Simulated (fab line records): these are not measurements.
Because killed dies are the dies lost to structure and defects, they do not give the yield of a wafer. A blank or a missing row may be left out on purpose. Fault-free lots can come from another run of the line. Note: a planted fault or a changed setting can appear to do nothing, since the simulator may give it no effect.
Which tool is to blame? || flow gf180mcu || 14 lots, 42 wafers sampled, at 2 steps of a route of 602

WHAT THE GAUGES SHOWED, per wafer
GF_SAB_THK_MEAS_01. Usual: for SAB_CVD_00_THK the level is 50.2 nm and the standard deviation is 0.72.
{"lot": "L823", "measured": "day 15 22:18", "on": "film_metro-01", "SAB_CVD_00_THK (nm)": "49.4 50.3 50.5", "flag": ""}
{"lot": "L825", "measured": "day 16 17:18", "on": "film_metro-01", "SAB_CVD_00_THK (nm)": "48.5 50.0 49.7", "flag": ""}
{"lot": "L826", "measured": "day 17 02:17", "on": "film_metro-03", "SAB_CVD_00_THK (nm)": "49.7 49.2 50.0", "flag": ""}
{"lot": "L827", "measured": "day 17 06:33", "on": "film_metro-02", "SAB_CVD_00_THK (nm)": "48.4 50.1 49.5", "flag": ""}
{"lot": "L829", "measured": "day 18 01:11", "on": "film_metro-03", "SAB_CVD_00_THK (nm)": "49.5 50.2 50.7", "flag": ""}
{"lot": "L835", "measured": "day 20 01:49", "on": "film_metro-02", "SAB_CVD_00_THK (nm)": "49.2 51.2 50.5", "flag": ""}
{"lot": "L836", "measured": "day 20 10:58", "on": "film_metro-01", "SAB_CVD_00_THK (nm)": "48.9 49.6 49.5", "flag": ""}
{"lot": "L837", "measured": "day 20 23:23", "on": "film_metro-01", "SAB_CVD_00_THK (nm)": "49.6 49.4 50.2", "flag": ""}
{"lot": "L839", "measured": "day 21 10:58", "on": "film_metro-03", "SAB_CVD_00_THK (nm)": "50.2 50.2 50.4", "flag": ""}
{"lot": "L840", "measured": "day 21 23:31", "on": "film_metro-02", "SAB_CVD_00_THK (nm)": "50.6 49.5 50.6", "flag": ""}
{"lot": "L843", "measured": "day 22 15:49", "on": "film_metro-02", "SAB_CVD_00_THK (nm)": "49.9 51.3 51.4", "flag": ""}
{"lot": "L844", "measured": "day 23 01:01", "on": "film_metro-01", "SAB_CVD_00_THK (nm)": "49.3 50.7 51.3", "flag": ""}
{"lot": "L845", "measured": "day 23 09:05", "on": "film_metro-01", "SAB_CVD_00_THK (nm)": "50.2 50.2 50.8", "flag": ""}
{"lot": "L846", "measured": "day 23 14:43", "on": "film_metro-02", "SAB_CVD_00_THK (nm)": "49.6 50.3 51.3", "flag": ""}

WHAT TOOL EACH LOT RAN ON (gives the tool, then ch and the chambers of the sampled wafers, and finally the start)
{"lot": "L823", "GF_SAB_CVD_00": "pecvd-02 ch 0,2, day 15 22:16"}
{"lot": "L825", "GF_SAB_CVD_00": "pecvd-03 ch 0,1, day 16 17:16"}
{"lot": "L826", "GF_SAB_CVD_00": "pecvd-04 ch 0,1,2, day 17 02:16"}
{"lot": "L827", "GF_SAB_CVD_00": "pecvd-03 ch 0,1, day 17 06:31"}
{"lot": "L829", "GF_SAB_CVD_00": "pecvd-02 ch 1,2, day 18 01:10"}
{"lot": "L835", "GF_SAB_CVD_00": "pecvd-03 ch 0,1, day 20 01:47"}
{"lot": "L836", "GF_SAB_CVD_00": "pecvd-02 ch 0,1,2, day 20 10:56"}
{"lot": "L837", "GF_SAB_CVD_00": "pecvd-02 ch 0,2, day 20 23:22"}
{"lot": "L839", "GF_SAB_CVD_00": "pecvd-03 ch 0,1,2, day 21 10:56"}
{"lot": "L840", "GF_SAB_CVD_00": "pecvd-03 ch 0,2, day 21 23:30"}
{"lot": "L843", "GF_SAB_CVD_00": "pecvd-03 ch 0,2, day 22 15:48"}
{"lot": "L844", "GF_SAB_CVD_00": "pecvd-03 ch 0,2, day 23 01:00"}
{"lot": "L845", "GF_SAB_CVD_00": "pecvd-03 ch 0,1,2, day 23 09:04"}
{"lot": "L846", "GF_SAB_CVD_00": "pecvd-03 ch 0,1,2, day 23 14:41"}
- GF_SAB_CVD_00: deposits SiO2 from TEOS, target thk 50 nm, time 4.9302 s.

AS READ BY THE TOOLS THEMSELVES (means over the sampled wafers that have a number; for cases with no such wafer, the mark the record gives instead)
GF_SAB_CVD_00. Usual: heater_power_outer_w 382 W, standard deviation 45; heater_power_w 655 W, standard deviation 66.
{"lot": "L823", "tool": "pecvd-02", "heater_power_outer_w (W)": 413, "heater_power_w (W)": 698, "flag": ""}
{"lot": "L825", "tool": "pecvd-03", "heater_power_outer_w (W)": 405, "heater_power_w (W)": 711, "flag": ""}
{"lot": "L826", "tool": "pecvd-04", "heater_power_outer_w (W)": 418, "heater_power_w (W)": 711, "flag": ""}
{"lot": "L827", "tool": "pecvd-03", "heater_power_outer_w (W)": 328, "heater_power_w (W)": 593, "flag": ""}
{"lot": "L829", "tool": "pecvd-02", "heater_power_outer_w (W)": 373, "heater_power_w (W)": 591, "flag": ""}
{"lot": "L835", "tool": "pecvd-03", "heater_power_outer_w (W)": 355, "heater_power_w (W)": 622, "flag": ""}
{"lot": "L836", "tool": "pecvd-02", "heater_power_outer_w (W)": 394, "heater_power_w (W)": 657, "flag": ""}
{"lot": "L837", "tool": "pecvd-02", "heater_power_outer_w (W)": 430, "heater_power_w (W)": 717, "flag": ""}
{"lot": "L839", "tool": "pecvd-03", "heater_power_outer_w (W)": 368, "heater_power_w (W)": 639, "flag": ""}
{"lot": "L840", "tool": "pecvd-03", "heater_power_outer_w (W)": 384, "heater_power_w (W)": 648, "flag": ""}
{"lot": "L843", "tool": "pecvd-03", "heater_power_outer_w (W)": 370, "heater_power_w (W)": 635, "flag": ""}
{"lot": "L844", "tool": "pecvd-03", "heater_power_outer_w (W)": 341, "heater_power_w (W)": 596, "flag": ""}
{"lot": "L845", "tool": "pecvd-03", "heater_power_outer_w (W)": 379, "heater_power_w (W)": 641, "flag": ""}
{"lot": "L846", "tool": "pecvd-03", "heater_power_outer_w (W)": 378, "heater_power_w (W)": 651, "flag": ""}

THE ANSWER, worked out from the rows above alone
Rule: a lot is off if the mean of its wafers that have a number lies more than 3 standard deviations from the usual mean. Also off: a lot with no number at a reading for which 4 or more lots have one. All remaining lots with rows at the step are treated as sound. The gauges are gone through in route order, then the tools' own readings, and for those a lot's mean is taken as printed above. The first step at which some lot is off is used, and at that step the reading that is off furthest; a lot without a number counts as furthest.
No lot is off at any reading shown: from this, nothing can be told.

WHAT THE SIMULATOR HAD INSERTED
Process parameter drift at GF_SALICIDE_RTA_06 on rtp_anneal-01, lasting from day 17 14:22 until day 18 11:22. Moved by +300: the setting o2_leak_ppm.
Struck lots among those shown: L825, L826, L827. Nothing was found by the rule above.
